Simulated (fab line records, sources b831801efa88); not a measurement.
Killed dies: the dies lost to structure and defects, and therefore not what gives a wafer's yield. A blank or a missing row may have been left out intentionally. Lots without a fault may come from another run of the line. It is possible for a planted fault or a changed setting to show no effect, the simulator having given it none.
A lot that was struck, set against a sound lot / flow sky130 / 15 steps out of a route of 708
Sound: the wafers L615.1, L615.2, L615.3. Struck: wafer L627.1 (L627.2, L627.3, from the same lot, were not struck and are left out); the cause is given at the end.
Per side, at each step with rows, come the tool, then ch with its chambers, and then its first start. Under that, the readings that differ: sound wafers / struck wafers / difference of the means / sigmas: that difference in standard deviations of wafers without a fault.
alike: readings whose means differ by less than 2 such deviations, and words and numbers that are the same on both sides. not compared: withheld readings, readings that some wafer has no value for, bounds like >300 that may hide the same value, and numbers for which the record gives no deviation and whose values overlap.
A row with sigmas, a row that says differs or no value, or rows on one side alone: a step with any of these is where the two part. When numbers do not overlap yet have no deviation, they are printed without sigmas and do not part them. Lack of a reading on every wafer of one side parts them only where that side has two or more wafers.

SKY_CONTACT_ETCH_16: etches BARC in N2/H2, stops on SiO2, time 45.9 s, target depth 60 nm.
  sound on rieDiel-04 ch 1,2,3, day 34 04:52; struck on rieDiel-04 ch 1, day 37 18:04
reading=rfHoursCounterH (h); sound=23 19 15; struck=25; difference=+6; sigmas=
  alike: drypumpMotorCurrentA, oesProductAu, throttleValvePct
SKY_CONTACT_ETCH_17: etches SiO2 in C4F8/O2/Ar, stops on Si3N4, target depth 340 nm.
  sound on rieDiel-04 ch 1,2,3, day 34 04:55; struck on rieDiel-04 ch 1, day 37 18:07
reading=oesProductAu (a.u.); sound=0.891 0.896 0.892; struck=0.904; difference=+0.011; sigmas=+3
then, 5 steps without rows for these wafers: SKY_CONTACT_ETCH_18 (etches Si3N4 in CHF3/O2, stops on TiN, time 39 s, target depth 75 nm); SKY_CONTACT_STRIP_19 (strips in O2/N2); SKY_CONTACT_STRIP_20 (strips in post etch residue remover, time 1200 s); SKY_CONTACT_CLEAN_21 (cleans in IPA, time 180 s); SKY_CONTACT_CLEAN_22 (cleans in O3/DIW).
SKY_CONTACT_SPUTTER_23: material TiN, target thk 20 nm, time 80 s.
  sound on pvdSputter-03 at day 34 05:36; struck on pvdSputter-04 at day 37 18:52
  alike: cathodeDcPowerW, throttleValvePct
SKY_CONTACT_CVD_24: deposits W, target thk 340 nm, time 102.12 s.
  sound on cvdW-02 ch 0,1, day 34 05:40; struck on cvdW-02 ch 1, day 37 18:56
  alike: heaterPowerW
SKY_CONTACT_RS_MEAS_25: the measuring method here is four-point-probe.
  sound on filmMetro-02 at day 34 05:46; struck on filmMetro-04 at day 37 19:02
  alike: CONTACT_W_RS
SKY_CONTACT_THK_MEAS_26: measures by xrf.
  sound on filmMetro-02 at day 34 05:53; struck on filmMetro-04 at day 37 19:10
  alike: CONTACT_W_THK
then, 1 step without rows for these wafers: SKY_CONTACT_CMP_27 (polishes, stops on SiO2, t overpolish 15 s, target thk 0 nm).
SKY_METAL1_SPUTTER_00: material Ti, target thk 15 nm, time 10 s.
  sound on pvdSputter-02 at day 34 06:15; struck on pvdSputter-04 at day 37 19:41
reading=model.Ti_of_METAL1_SPUTTER_00.thkNm (nm); sound=14.86 15.1 15.05; struck=18.07; difference=+3.07; sigmas=
  alike: cathodeDcPowerW, throttleValvePct
SKY_METAL1_SPUTTER_01: material TiN, target thk 20 nm, time 16.7 s.
  sound on pvdSputter-02 at day 34 06:16; struck on pvdSputter-04 at day 37 19:42
  alike: cathodeDcPowerW, throttleValvePct
-- the record jumps here: 13 days lie between the struck wafers' starts before and after (it left off in module METAL1 and takes up again in module PAD_OPEN, whose first step shown is number 708 of the route) --
SKY_PAD_OPEN_PROBE_99:
  sound on prober-01 at day 48 06:13; struck on prober-01 at day 50 16:56
reading=killedShort; sound=27 35 39; struck=18; difference=-16; sigmas=-3
  alike: defectLimitedYield, killed_at_M0_to_M3, killed_at_M4_up, killedAtContacts, killedAtFrontEnd, killedAtOther, killedDies, killedOpen, sort_bin_3_pad_short, sort_bin_5_function, sort_bin_6_memory, sortNPass, sortYieldPct

== WHERE THEY PART ==
Earliest at SKY_CONTACT_ETCH_17; latest, in this record, at SKY_PAD_OPEN_PROBE_99.

WHY: what had been put in by the simulator
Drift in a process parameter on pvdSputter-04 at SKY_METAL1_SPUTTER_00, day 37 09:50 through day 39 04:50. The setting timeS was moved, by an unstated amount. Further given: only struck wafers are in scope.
